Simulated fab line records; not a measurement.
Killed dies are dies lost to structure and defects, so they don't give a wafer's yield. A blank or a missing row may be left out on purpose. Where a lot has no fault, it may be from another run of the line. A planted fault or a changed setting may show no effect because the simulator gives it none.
What tool caused it?	flow gf180mcu	Sampling: 6 lots, 18 wafers, 3 of 602 route steps

WHAT EACH GAUGE READ, for each wafer
GF_CONTACT_CD_MEAS_14 targets a cd of 220 nm.
lot	measured	on	cdNm (nm)
L606	day 16 14:50	cdSem-02	220.0 221.6 219.8
L609	day 17 22:40	cdSem-02	222.5 219.6 221.2
L616	day 20 16:15	cdSem-01	220.3 219.4 220.4
L618	day 21 04:31	cdSem-02	218.7 219.3 220.3
L624	day 23 00:39	cdSem-02	217.6 218.2 218.1
L627	day 24 03:21	cdSem-01	220.2 219.2 220.3

WHICH TOOL RAN EACH LOT (tool, then ch and the chambers of the sampled wafers, then the start)
lot	GF_SAB_STRIP_13	GF_CONTACT_EXPOSE_11
L606	plasmaAsher-03 ch 0,1, day 15 15:32	krfScanner-02 ch 0, day 16 03:51
L609	plasmaAsher-04 ch 0,1, day 16 21:40	krfScanner-02 ch 0, day 17 10:50
L616	plasmaAsher-02 ch 0,1, day 19 14:03	krfScanner-02 ch 0, day 20 03:50
L618	plasmaAsher-02 ch 0,1, day 20 02:26	krfScanner-02 ch 0, day 20 15:57
L624	plasmaAsher-02 ch 0,1, day 22 00:02	krfScanner-02 ch 0, day 22 13:11
L627	plasmaAsher-03 ch 0,1, day 23 03:39	krfScanner-02 ch 0, day 23 16:20
- GF_SAB_STRIP_13: strips in O2/N2.
- GF_CONTACT_EXPOSE_11: exposes mask Contact, target cd 220 nm.

THE ANSWER, worked out from the rows above alone
Rule: usual is defined by the lots themselves. The widest of any qualifying gaps counts: lots, ordered by their means at a reading, are off when they make up no more than a third of the lots, leave a main group of 4 or more, and stand apart from it by 3 or more times the standard deviation of that group's means. A main group whose means are all the same, to the digits that the tables above print for the reading, isn't used. Also off: a lot with no number at a reading for which 4 or more lots have one. Any other lot the step has rows for is counted as sound.
None of the lots is off at any reading shown; this tells nothing.

WHAT THE SIMULATOR PUT IN
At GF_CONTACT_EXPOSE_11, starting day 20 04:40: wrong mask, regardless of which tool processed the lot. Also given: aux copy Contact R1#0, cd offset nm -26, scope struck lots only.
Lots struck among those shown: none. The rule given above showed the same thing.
